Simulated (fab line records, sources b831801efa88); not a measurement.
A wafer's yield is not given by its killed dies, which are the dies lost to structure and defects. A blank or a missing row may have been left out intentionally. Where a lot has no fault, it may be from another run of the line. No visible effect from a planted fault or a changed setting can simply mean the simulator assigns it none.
Comparing a struck lot with a sound one -- flow sky130 -- 43 out of 708 route steps
Sound: the wafers L185.1, L185.4, L185.6. Struck: wafer L179.1. (L179.2, L179.3 of the same lot were not struck and are left out.) The cause comes at the end.
Per side, at each step with rows, come the tool, then ch with its chambers, and then its first start. Under that, the readings that differ: sound wafers -- struck wafers -- difference of the means -- sigmas: that difference in standard deviations of wafers without a fault.
alike: readings whose means differ by less than 2 such deviations, and words and numbers that are the same on both sides. not compared: withheld readings, readings that some wafer has no value for, bounds like >300 that may hide the same value, and numbers for which the record gives no deviation and whose values overlap.
The two part at a step that has a row with sigmas, a row that says differs or no value, or rows on one side only. Numbers that don't overlap but have no deviation are shown without sigmas and don't part them. Lack of a reading on every wafer of one side parts them only where that side has two or more wafers.

first, 1 step without rows for these wafers: SKY_METAL2_DEVELOP_14 (develop time 60 s).
SKY_METAL2_CD_MEAS_15: target cd 140 nm.
  struck on cd_sem-02, day 36 23:18; sound on cd_sem-02, day 39 07:05
  alike: cd_nm
SKY_METAL2_OVL_MEAS_16:
  struck on overlay-02, day 36 23:25; sound on overlay-01, day 39 07:12
  alike: METAL2_OVL
then, 1 step without rows for these wafers: SKY_METAL2_DESCUM_17 (chemistry O2, time 8 s).
SKY_METAL2_ETCH_18: etches BARC in N2/H2, stops on SiO2, time 45.9 s, target depth 60 nm.
  sound on rie_metal-01 ch 1, day 39 07:16; struck on rie_metal-01 ch 0, day 36 23:29
reading,sound,struck,difference,sigmas
drypump_motor_current_A (A),6.6 6.6 6.6,5.5,-1.1,-2
  alike: oes_product_au, throttle_valve_pct
  not compared: rf_hours_counter_h
then, 6 steps without rows for these wafers: SKY_METAL2_METAL_ETCH_19 (etches the open film in Cl2/BCl3, stops on SiO2, target depth 360 nm, time 78 s); SKY_METAL2_STRIP_20 (strips in O2/N2); SKY_METAL2_STRIP_21 (strips in post etch residue remover, time 1200 s); SKY_METAL2_CLEAN_22 (cleans in IPA, time 180 s); SKY_METAL2_CLEAN_23 (cleans in O3/DIW); SKY_VIA2_HDPCVD_00 (deposits SiO2, target thk 1180 nm, time 196.7 s).
SKY_VIA2_THK_MEAS_01:
  struck on film_metro-01, day 37 00:24; sound on film_metro-01, day 39 08:08
  alike: VIA2_HDPCVD_THK
SKY_VIA2_CMP_02: polishes SiO2.
  sound on cmp-01 ch 0,2, day 39 08:15; struck on cmp-02 ch 0, day 37 00:36
  alike: motor_current_A
SKY_VIA2_BOW_MEAS_03:
  struck on film_metro-01, day 37 00:51; sound on film_metro-04, day 39 08:30
  alike: VIA2_BOW
then, 8 steps without rows for these wafers: SKY_VIA2_DEHYDRATE_04 (time 60 s); SKY_VIA2_HMDS_05 (prime time 60 s); SKY_VIA2_COAT_06 (resist thk 60 nm); SKY_VIA2_COAT_07 (resist thk 450 nm); SKY_VIA2_SOFTBAKE_08 (time 90 s); SKY_VIA2_EXPOSE_09 (exposes mask VIM2, target cd 200 nm); SKY_VIA2_PEB_10; SKY_VIA2_DEVELOP_11 (develop time 60 s).
SKY_VIA2_CD_MEAS_12: target cd 200 nm.
  struck on cd_sem-02, day 38 01:48; sound on cd_sem-01, day 40 09:00
  alike: cd_nm
SKY_VIA2_OVL_MEAS_13:
  struck on overlay-01, day 38 01:55; sound on overlay-02, day 40 09:07
  alike: VIA2_OVL
then, 1 step without rows for these wafers: SKY_VIA2_ETCH_14 (etches BARC in N2/H2, stops on SiO2, time 45.9 s, target depth 60 nm).
SKY_VIA2_ETCH_15: etches SiO2 in C4F8/O2/Ar, stops on TiN, target depth 546 nm, time 84 s.
  sound on rie_diel-03 ch 0,1,3, day 40 09:12; struck on rie_diel-02 ch 0, day 38 02:00
reading,sound,struck,difference,sigmas
oes_product_au (a.u.),0.938 0.947 0.936,0.929,-0.011,-2
  not compared: rf_hours_counter_h
SKY_VIA2_STRIP_16: strips in O2/N2.
  sound on plasma_asher-03 ch 0,1, day 40 09:16; struck on plasma_asher-04 ch 1, day 38 02:04
reading,sound,struck,difference,sigmas
drypump_motor_current_A (A),5.74 5.73 5.86,6.38,+0.60,+2
  alike: oes_product_au, strip_time_to_endpoint_s
  not compared: rf_hours_counter_h
then, 5 steps without rows for these wafers: SKY_VIA2_STRIP_17 (strips in post etch residue remover, time 1200 s); SKY_VIA2_CLEAN_18 (cleans in IPA, time 180 s); SKY_VIA2_CLEAN_19 (cleans in O3/DIW); SKY_VIA2_SPUTTER_20 (material TiN, target thk 20 nm, time 80 s); SKY_VIA2_CVD_21 (deposits W, target thk 420 nm, time 126.4 s).
SKY_VIA2_RS_MEAS_22: the measuring method here is four-point-probe.
  struck on film_metro-04, day 38 02:52; sound on film_metro-04, day 40 10:03
  alike: VIA2_W_RS
SKY_VIA2_THK_MEAS_23: measures by xrf.
  struck on film_metro-04, day 38 02:59; sound on film_metro-04, day 40 10:10
  alike: VIA2_W_THK
then, 4 steps without rows for these wafers: SKY_VIA2_CMP_24 (polishes, stops on SiO2, t overpolish 20 s, target thk 0 nm); SKY_METAL3_SPUTTER_00 (material Ti, target thk 15 nm, time 10 s); SKY_METAL3_SPUTTER_01 (material TiN, target thk 20 nm, time 16.7 s); SKY_METAL3_SPUTTER_02 (material AlCu, target thk 735 nm, time 39.1 s).
SKY_METAL3_SPUTTER_03: material Ti, target thk 5 nm, time 3.3 s.
  struck on pvd_sputter-02, day 38 03:26; sound on pvd_sputter-04, day 40 10:37
  alike: chamber_pressure_pa, throttle_valve_pct
then, 1 step without rows for these wafers: SKY_METAL3_SPUTTER_04 (material TiN, target thk 70 nm, time 58.3 s).
SKY_CAPM_CVD_00: deposits SiO2, target thk 15.5 nm.
  sound on pecvd-03 ch 0,1,2, day 40 10:41; struck on pecvd-02 ch 2, day 38 03:29
reading,sound,struck,difference,sigmas
heater_power_w (W),838 680 584,1210,+509,+3
SKY_CAPM_THK_MEAS_01:
  struck on film_metro-02, day 38 03:31; sound on film_metro-03, day 40 10:42
  alike: CAPM_CVD_00_THK
-- the record jumps here: 9 days lie between the struck wafers' starts before and after (it left off in module CAPM and takes up again in module PAD_OPEN, whose first step shown is number 708 of the route) --
SKY_PAD_OPEN_PROBE_99:
  struck on prober-02, day 47 05:00; sound on prober-02, day 49 02:21
reading,sound,struck,difference,sigmas
defect_limited_yield (%),83.3 81.5 83.9,34.6,-48.3,-25
killed_at_M0_to_M3,54 51 36,290,+243,+36
killed_at_M4_up,3 5 5,1,-3,-2
killed_dies,82 91 79,322,+238,+25
killed_on_rim,15 17 17,55,+39,+11
sort_bin_3_pad_short (%),0.4 0.2 0.4,4.1,+3.8,+9
sort_bin_5_function (%),11.0 12.4 10.0,42.9,+31.8,+21
sort_bin_6_memory (%),5.3 5.9 5.7,18.5,+12.9,+12
sort_n_pass,410 401 413,170,-238,-25
sort_yield_pct (%),83.3 81.5 83.9,34.6,-48.3,-25
model.etest.tester.sort_n_pass,410 401 413,170,-238,
model.etest.tester.sort_yield_pct (%),83.33 81.5 83.94,34.55,-48.37,
model.etest.tester.sort_bin_5_pct (%),10.98 12.4 9.959,42.89,+31.78,
model.etest.tester.sort_bin_6_pct (%),5.285 5.894 5.691,18.5,+12.9,
model.etest.tester.sort_bin_3_pct (%),0.4065 0.2033 0.4065,4.065,+3.726,
  alike: killed_at_contacts, killed_at_front_end, killed_at_other, killed_open, killed_short

## WHERE THEY PART
First at SKY_METAL2_ETCH_18; last, within this record, at SKY_PAD_OPEN_PROBE_99.

WHY: the cause the simulator had injected
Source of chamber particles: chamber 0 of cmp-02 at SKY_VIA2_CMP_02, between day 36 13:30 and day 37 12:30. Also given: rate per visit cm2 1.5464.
